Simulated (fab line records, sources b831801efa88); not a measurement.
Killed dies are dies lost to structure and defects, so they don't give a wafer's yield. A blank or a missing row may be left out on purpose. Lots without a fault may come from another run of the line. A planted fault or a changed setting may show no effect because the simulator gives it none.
Problem report in the 8D (eight disciplines) form, filled by code | flow sky130 | the parts of the form that need people (team, actions taken, sign-off) are left out

1. THE PROBLEM
strip_time_to_endpoint_s at SKY_METAL5_STRIP_16 reads a mean of 13.64 s on 6 wafers of 2 lots; wafers without a fault read 13.00 s with a standard deviation of 0.12. That is +5.3 standard deviations from the usual mean.
The step: strips in O2/N2.
First seen on wafer L296.2, day 45 20:42, on plasma_asher-04. The record holds 36 wafers of 12 lots with a number at this step. Rule for "out", or "out of limits": more than 4 standard deviations from the usual mean. The other wafers with a number count as sound.

2. WHAT IT IS AND WHAT IT IS NOT
question                    | is                               | is not
which readings at this step | strip_time_to_endpoint_s         | oes_product_au
which lots                  | L296, L297                       | L288, L289, L291, L302, L303, L306, L308, L309, L310, L311
which wafers of those lots  | all that have a number           | -
read on which tools         | plasma_asher-03, plasma_asher-04 | plasma_asher-01
when                        | from day 45 20:42                | up to then (9 sound wafers); but 21 sound wafers of L302, L303, L306, L308, L309, L310, L311 came after

3. SUSPECTS, AND WHAT RULES EACH OUT
Counting: a tool at a process step up to the reading stays a suspect if it ran every lot that is out and no sound lot after the first of them.
- litho_track-04 at SKY_METAL5_COAT_09 (resist thk 1800 nm): ruled out as a lasting fault. Sound lots L310, L311 ran on it after its first lot that is out, L296 (day 45 10:00).
Left after counting: nothing in the record.

4. THE CAUSE (what the simulator had put in)
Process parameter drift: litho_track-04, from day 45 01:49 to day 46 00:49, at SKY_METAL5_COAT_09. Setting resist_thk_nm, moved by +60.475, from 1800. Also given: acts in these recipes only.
Counting ruled it out, wrongly: the rule takes a fault to strike every lot that its tool runs from its start on, and this one did not.

5. THE CHAIN OF EFFECTS, in route order
Each row: a reading whose mean over the struck wafers that have a number lies more than 3 standard deviations from the usual. Only readings for which the record gives a usual standard deviation are gone through. hours: the time from each lot's start at the first step in this table that gives one to its start at this step, as a median over the lots. sigmas: the change in usual standard deviations.
hours | step                | reading                  | usual   | on struck wafers | change | sigmas
0     | SKY_METAL5_STRIP_16 | strip_time_to_endpoint_s | 13.00 s | 13.64            | +0.64  | +5.3
The process steps in it:
- SKY_METAL5_STRIP_16: strips in O2/N2.

6. WHAT WOULD HAVE CAUGHT IT SOONER
In this record the first reading out of limits was taken at day 45 20:42, 19 hours after the fault began at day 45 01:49.
